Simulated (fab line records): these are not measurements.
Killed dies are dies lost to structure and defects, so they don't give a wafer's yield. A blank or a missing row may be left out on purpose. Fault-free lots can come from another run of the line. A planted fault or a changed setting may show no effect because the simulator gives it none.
fab line records	flow sfq_line
[record] lots = 6	wafers = 18	last_day = 90
route steps=325 shown M7@285 I7@296
lots with no fault: from the same line, run without faults
start_h: the number of hours between the record's first day and the start of the first shown wafer of the lot	wait_h: how many hours have passed since the lot's step before this one	" the same as in the row above	L1.1+2: several wafers, shown together as one row	- no value present, or no start provided	* or withheld: withheld	< > ~ a bound
route shown NAME@n: a module of which the file shows steps, and the number in the route of the first	usual: the fault-free wafers' mean and standard deviation	same: alike in all rows	chamber/n: place in a boat	sites: the reading at each site	_std_site: their standard deviation	_edge_site: the outer-site mean with the inner-site mean subtracted	radius_mm: how far each site lies from the wafer's centre	mask NAME#n: copy n	behind: the tool/chamber that last shaped the wafer	hold: why the lot was held/for how many hours/how that ended	device: the transistor (n, p or np) that didn't switch	end of line: the route-end tests of the same wafers	for a step that has no rows: nothing shown but its recipe	killed: the dies lost at the first sort to structure and to defects; this is not the yield of the wafer	map: the dies of a wafer, with x for killed, . for not killed, _ for no die there
set.NAME: the run value of the setting; set.NAME@STEP: its run value at that earlier step	model.NAME: the simulator's own value behind a step, which no gauge read
lots at selected steps of the route; one table per step, one row per wafer
services: from which hour (start_h, from the record's first day; less than 0 if before it) a tool's chamber was out of use, for how many hours, and why
[[steps]]
[step SFQ_TRILAYER_M7_LITHO_COAT_182]
[recipe] resist = BARC	spin_rpm = 3000	resist_thk_nm = 62
[step SFQ_TRILAYER_M7_LITHO_COAT_177]
[recipe] resist = KrF	spin_rpm = 3000	resist_thk_nm = 600
[step SFQ_TRILAYER_M7_LITHO_SOFTBAKE_181]
[recipe] temp_c = withheld	time_s = withheld	resist = KrF
[step SFQ_TRILAYER_M7_LITHO_EXPOSE_178]
[recipe] mask_id = M7	na = 0.6	source_shape = conventional	sigma_outer = 0.65	target_cd_nm = 500	dose_mj = 14.4
[step SFQ_TRILAYER_M7_LITHO_PEB_180]
[recipe] peb_temp_c = 115	peb_time_s = 60	resist = KrF
[step SFQ_TRILAYER_M7_LITHO_DEVELOP_179]
[recipe] time_s = 60	resist = KrF
[step SFQ_M7_OVL_MEAS_945]
[usual] M7_OVL = 0/5.2
lot.wafer	tool	chamber	start_h	wait_h	M7_OVL[nm]
L807.1	overlay-01	-	1762.09	0.1	0
L807.5	"	-	"	"	-2
L807.6	"	-	"	"	-1
L810.2	overlay-01	-	1785.27	0.1	0
L810.3	"	-	"	"	-4
L810.4	"	-	"	"	3
L824.1	overlay-02	-	1904.78	0.1	4
L824.3	"	-	"	"	7
L824.5	"	-	"	"	0
L826.2	overlay-02	-	1976.40	0.1	5
L826.3	"	-	"	"	0
L826.6	"	-	"	"	2
L827.2	overlay-02	-	1979.51	0.1	5
L827.3	"	-	"	"	7
L827.5	"	-	"	"	12
L828.3	overlay-02	-	1986.72	0.1	-9
L828.4	"	-	"	"	4
L828.5	"	-	"	"	0
[step SFQ_TRILAYER_M7_BARC_OPEN_METAL_ETCH_229]
[recipe] mask_material = PR	chemistry = O2	target_depth_nm = 125	target = BARC	icp_w = 600	bias_w = 80	pressure_mtorr = 10	time_s = 41.7
[usual] drypump_motor_current_A = 5.7/0.46	oes_product_au = 0.685/0.0045
lot.wafer	tool	chamber	start_h	wait_h	drypump_motor_current_A	oes_product_au	rf_hours_counter_h
L807.1	rie_metal-01	0	1762.13	0.0	5.1	0.685	53
L807.5	"	1	"	"	6.7	0.689	-
L807.6	"	0	"	"	5.1	0.690	-
L810.2	rie_metal-02	1	1785.32	0.0	5.7	0.685	-
L810.3	"	1	"	"	5.7	0.686	-
L810.4	"	1	"	"	5.8	0.686	-
L824.1	rie_metal-02	1	1904.82	0.0	5.7	0.682	54
L824.3	"	0	"	"	5.0	0.684	-
L824.5	"	1	"	"	5.7	0.689	-
L826.2	rie_metal-02	1	1976.43	0.0	5.7	0.687	63
L826.3	"	1	"	"	5.8	0.685	-
L826.6	"	0	"	"	5.0	0.684	-
L827.2	rie_metal-02	1	1979.54	0.0	5.7	0.689	63
L827.3	"	0	"	"	5.0	0.687	-
L827.5	"	0	"	"	5.0	0.679	-
L828.3	rie_metal-04	1	1986.76	0.0	5.9	0.686	-
L828.4	"	0	"	"	5.7	0.687	-
L828.5	"	1	"	"	5.9	0.681	-
[step SFQ_TRILAYER_M7_ETCH_METAL_ETCH_180]
[recipe] target = Nb	stop_on = SiO2	mask_material = PR	chemistry = Cl2/Ar	target_depth_nm = 240	icp_w = 600	bias_w = 80	pressure_mtorr = 10	time_s = 120
[usual] drypump_motor_current_A = 5.7/0.46	oes_product_au = 0.893/0.0064
lot.wafer	tool	chamber	start_h	wait_h	drypump_motor_current_A	oes_product_au	rf_hours_counter_h
L807.1	rie_metal-01	0	1762.19	0.0	5.1	0.892	53
L807.5	"	1	"	"	6.6	0.880	-
L807.6	"	0	"	"	5.1	0.895	-
L810.2	rie_metal-02	1	1785.46	0.1	5.7	0.895	-
L810.3	"	1	"	"	5.7	0.891	-
L810.4	"	1	"	"	5.7	0.893	-
L824.1	rie_metal-02	1	1904.88	0.0	5.7	0.898	54
L824.3	"	0	"	"	5.0	0.897	-
L824.5	"	1	"	"	5.7	0.893	-
L826.2	rie_metal-02	1	1976.49	0.0	5.7	0.891	63
L826.3	"	1	"	"	5.7	0.903	-
L826.6	"	0	"	"	5.0	0.899	-
L827.2	rie_metal-02	1	1979.60	0.0	5.7	0.879	63
L827.3	"	0	"	"	5.0	0.887	-
L827.5	"	0	"	"	5.0	0.905	-
L828.3	rie_metal-04	1	1986.84	0.1	5.8	0.880	-
L828.4	"	0	"	"	5.7	0.892	-
L828.5	"	1	"	"	5.8	0.890	-
[step SFQ_TRILAYER_M7_STRIP_STRIP_181]
[recipe] gas = O2	power_w = 200	platen_temp_c = 40	overash_fraction = 0.65	chemistry = O2	pressure_mtorr = 50
[usual] drypump_motor_current_A = 5.7/0.45	oes_product_au = 1.003/0.0077
lot.wafer	tool	chamber	start_h	wait_h	drypump_motor_current_A	oes_product_au	rf_hours_counter_h
L807.1	rie_metal-01	0	1762.31	0.1	5.1	0.998	54
L807.5	"	1	"	"	6.6	1.002	-
L807.6	"	0	"	"	5.1	1.007	-
L810.2	rie_metal-02	1	1785.87	0.4	5.8	0.994	-
L810.3	"	1	"	"	5.7	0.997	-
L810.4	"	1	"	"	5.8	1.001	-
L824.1	rie_metal-02	1	1905.00	0.1	5.7	0.998	54
L824.3	"	0	"	"	5.0	0.994	-
L824.5	"	1	"	"	5.7	1.005	-
L826.2	rie_metal-02	1	1976.61	0.1	5.7	0.997	63
L826.3	"	1	"	"	5.7	0.990	-
L826.6	"	0	"	"	5.0	1.003	-
L827.2	rie_metal-02	1	1979.73	0.1	5.7	1.000	64
L827.3	"	0	"	"	5.0	0.988	-
L827.5	"	0	"	"	5.0	0.981	-
L828.3	rie_metal-04	1	1987.13	0.2	5.9	1.000	-
L828.4	"	0	"	"	5.7	1.004	-
L828.5	"	1	"	"	5.9	0.998	-
[step SFQ_TRILAYER_M7_STRIP_SOLV_CLEAN_182]
[recipe] chemistry = NMP	temp_c = 70	time_s = 600
[step SFQ_TRILAYER_I7_DEP_PECVD_183]
[recipe] material = SiO2	temp_c = 150	time_s = 111.11	pressure_torr = 2.4	rf_w = 183.3	precursor = SiH4/N2O	target_thk_nm = 500
[usual] heater_power_outer_w = 31/7.9	heater_power_w = 87/12	throttle_valve_pct = 24.3/0.84
lot.wafer	tool	chamber	start_h	wait_h	heater_power_outer_w	heater_power_w	throttle_valve_pct
L807.1	pecvd-04	1	1763.09	0.0	33	85	23.1
L807.5	"	1	"	"	36	86	22.9
L807.6	"	2	"	"	34	87	23.9
L810.2	pecvd-04	1	1787.05	0.0	32	83	23.1
L810.3	"	2	"	"	35	87	24.1
L810.4	"	2	"	"	36	89	24.2
L824.1	pecvd-04	2	1905.78	0.0	35	86	24.6
L824.3	"	0	"	"	28	83	25.0
L824.5	"	2	"	"	35	88	24.4
L826.2	pecvd-01	1	1977.39	0.0	48	102	25.5
L826.3	"	2	"	"	41	101	25.3
L826.6	"	0	"	"	18	62	26.1
L827.2	pecvd-04	0	1980.50	0.0	27	79	25.1
L827.3	"	2	"	"	31	84	24.8
L827.5	"	1	"	"	34	86	23.9
L828.3	pecvd-04	0	1987.72	0.0	25	79	25.5
L828.4	"	1	"	"	24	74	24.2
L828.5	"	2	"	"	24	73	24.7
[step SFQ_TRILAYER_I7_CMP_CMP_184]
[recipe] material = SiO2	down_force_psi = 3	platen_rpm = 60	pad_velocity_m_s = 0.94248
[usual] head_pressure_psi = 3.000/0.0063	motor_current_A = 10.6/1.3	time_to_endpoint_s = 219/8.4
lot.wafer	tool	chamber	start_h	wait_h	head_pressure_psi	motor_current_A	time_to_endpoint_s
L807.1	cmp-02	1	1763.66	0.5	2.997	12.8	227
L807.6	"	0	1765.16	2.0	3.003	10.3	233
L807.5	"	1	"	"	2.996	12.8	223
L810.3	cmp-02	1	1787.12	0.0	3.012	13.1	214
L810.2	"	2	"	"	3.000	9.7	219
L810.4	"	0	1788.62	1.5	2.999	10.9	226
L824.1	cmp-02	0	1927.35	21.5	2.984	10.5	227
L824.3	"	1	"	"	3.002	12.8	218
L824.5	"	3	1928.85	23.0	3.007	11.8	219
L826.3	cmp-02	0	1977.46	0.0	2.706	9.2	245
L826.2	"	3	1978.96	1.5	2.707	11.9	239
L826.6	"	0	"	"	2.704	9.7	254
L827.2	cmp-02	2	1981.08	0.5	2.703	9.1	235
L827.3	"	0	1982.08	1.5	2.692	9.3	248
L827.5	"	2	1983.08	2.5	2.695	8.9	240
L828.4	cmp-01	1	1988.30	0.5	3.007	9.8	224
L828.3	"	2	"	"	2.995	10.5	209
L828.5	"	0	1989.80	2.0	3.015	8.6	231
[step SFQ_I7_BOW_MEAS_946]
[recipe] mode = bow
[usual] I7_BOW = 5/12
lot.wafer	tool	chamber	start_h	wait_h	I7_BOW[um]
L807.1	film_metro-03	-	1766.16	2.0	-9
L807.5	"	-	"	"	-19
L807.6	"	-	"	"	-21
L810.2	film_metro-02	-	1790.14	2.0	6
L810.3	"	-	"	"	6
L810.4	"	-	"	"	8
L824.1	film_metro-04	-	1929.85	2.0	4
L824.3	"	-	"	"	-7
L824.5	"	-	"	"	5
L826.2	film_metro-02	-	1980.48	1.0	1
L826.3	"	-	"	"	13
L826.6	"	-	"	"	15
L827.2	film_metro-03	-	1983.60	2.0	23
L827.3	"	-	"	"	16
L827.5	"	-	"	"	11
L828.3	film_metro-02	-	1990.84	1.5	3
L828.4	"	-	"	"	-2
L828.5	"	-	"	"	-2
[[services]]
tool	chamber	start_h	hours	kind
cmp-02	-	1749.84	0.5	repair
cmp-01	-	1764.83	0.8	repair
cmp-01	-	1776.29	4.0	pm
cmp-01	-	1780.29	-	consumable_replace:conditioner
rie_metal-01	-	1794.11	2.8	pm
rie_metal-04	0	1796.63	2.1	repair
pecvd-04	-	1798.11	0.5	repair
cmp-02	-	1809.98	3.6	repair
cmp-01	-	1818.12	15.7	pm
rie_metal-02	-	1842.32	2.8	pm
cmp-02	-	1886.16	1.6	repair
cmp-02	-	1912.47	1.6	repair
cmp-02	-	1917.15	0.7	repair
cmp-02	-	1931.36	0.9	repair
cmp-02	-	1944.70	3.2	repair
cmp-02	-	1947.92	4.0	pm
cmp-02	-	1951.92	-	consumable_replace:conditioner
cmp-02	-	1951.92	-	consumable_replace:pad
cmp-01	-	1953.76	0.2	repair
cmp-02	-	1959.63	9.5	pm
rie_metal-01	-	1964.43	0.2	repair
cmp-01	-	1969.15	0.4	repair
cmp-02	-	1969.91	0.6	repair
pecvd-04	-	1977.50	2.5	repair
[[key]]
[first_sign] step = SFQ_TRILAYER_I7_CMP_CMP_184	reading = head_pressure_psi	direction = down	sigmas = 48	usual = 3.000	struck = 2.701
[effect] step = SFQ_TRILAYER_I7_CMP_CMP_184	reading = time_to_endpoint_s	direction = up	sigmas = 2.9	usual = *	struck = *
met_at SFQ_TRILAYER_I7_CMP_CMP_184
struck_wafers L826.2,L826.3,L826.6,L827.2,L827.3,L827.5
onset_between 1927.35 1977.46
[fault] kind = process_parameter_drift	tool = cmp-02	chamber = -	onset_h = 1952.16	steps = SFQ_TRILAYER_I7_CMP_CMP_184	channel = down_force_psi	offset = -0.30197	shape = step	end_h = 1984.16	acts_in = these_recipes_only	stated = 3
